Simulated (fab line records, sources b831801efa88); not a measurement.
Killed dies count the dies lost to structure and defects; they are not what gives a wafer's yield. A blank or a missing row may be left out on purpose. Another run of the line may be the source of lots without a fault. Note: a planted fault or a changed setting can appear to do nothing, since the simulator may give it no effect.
A lot that was struck, set against a sound lot | flow sky130 | 14 steps out of a route of 708
Sound: wafers L208.2, L208.5, L208.6. Struck: wafers L218.3, L218.4, L218.5. At the end, the cause is stated.
Per side, at each step with rows, come the tool, then ch with its chambers, and then its first start. Under that, the readings that differ: sound wafers | struck wafers | difference of the means | sigmas: that difference in standard deviations of wafers without a fault.
alike: a reading whose means differ by less than 2 such deviations, as well as words and numbers matching on both sides. not compared: withheld readings; readings where some wafer has no value; bounds like >300 that might hide an equal value; numbers whose values overlap and for which the record gives no deviation.
A row with sigmas, a row that says differs or no value, or rows on one side alone: a step with any of these is where the two part. Numbers that don't overlap but have no deviation are shown without sigmas and don't part them. Lack of a reading on every wafer of one side parts them only where that side has two or more wafers.

first, 3 steps without rows for these wafers: SKY_PWDE_EXPOSE_04 (exposes mask PWDEM, target cd 840 nm); SKY_PWDE_PEB_05; SKY_PWDE_DEVELOP_06 (develop time 60 s).
SKY_PWDE_OVL_MEAS_07:
  sound on overlay-02, day 3 23:56; struck on overlay-02, day 6 14:36
  alike: PWDE_OVL
next, for these wafers, 1 step has no rows: SKY_PWDE_IMPLANT_08.
SKY_PWDE_STRIP_09: strips in O2/N2.
  sound on plasma_asher-01 ch 0,1, day 4 00:07; struck on plasma_asher-04 ch 0,1, day 6 14:49
  reading               | sound             | struck            | difference | sigmas
  oes_product_au (a.u.) | 0.725 0.736 0.730 | 0.717 0.716 0.724 | -0.011     | -2
  alike: drypump_motor_current_A, strip_time_to_endpoint_s
  not compared: rf_hours_counter_h
SKY_PWDE_TW_MEAS_10:
  sound on film_metro-04, day 4 00:14; struck on film_metro-04, day 6 14:53
  alike: PWDE_TW
then, 5 steps without rows for these wafers: SKY_NWELL_DEHYDRATE_03 (time 60 s); SKY_NWELL_HMDS_04 (prime time 60 s); SKY_NWELL_COAT_05 (resist thk 3000 nm); SKY_NWELL_SOFTBAKE_06; SKY_NWELL_EXPOSE_07 (exposes mask NWM, target cd 840 nm).
SKY_NWELL_PEB_08:
  sound on litho_track-01 ch 0, day 4 15:00; struck on litho_track-01, day 7 09:00
  no value came back on the struck wafers for chill_plate_temp_C (C), exhaust_pa (Pa); on the sound wafers chill_plate_temp_C (C) reads 23.01 22.96 22.87
then, 1 step without rows for these wafers: SKY_NWELL_DEVELOP_09 (develop time 60 s).

## WHERE THEY PART
At SKY_PWDE_STRIP_09 first; at SKY_NWELL_PEB_08 last (within this record only).

WHY: the cause the simulator had injected
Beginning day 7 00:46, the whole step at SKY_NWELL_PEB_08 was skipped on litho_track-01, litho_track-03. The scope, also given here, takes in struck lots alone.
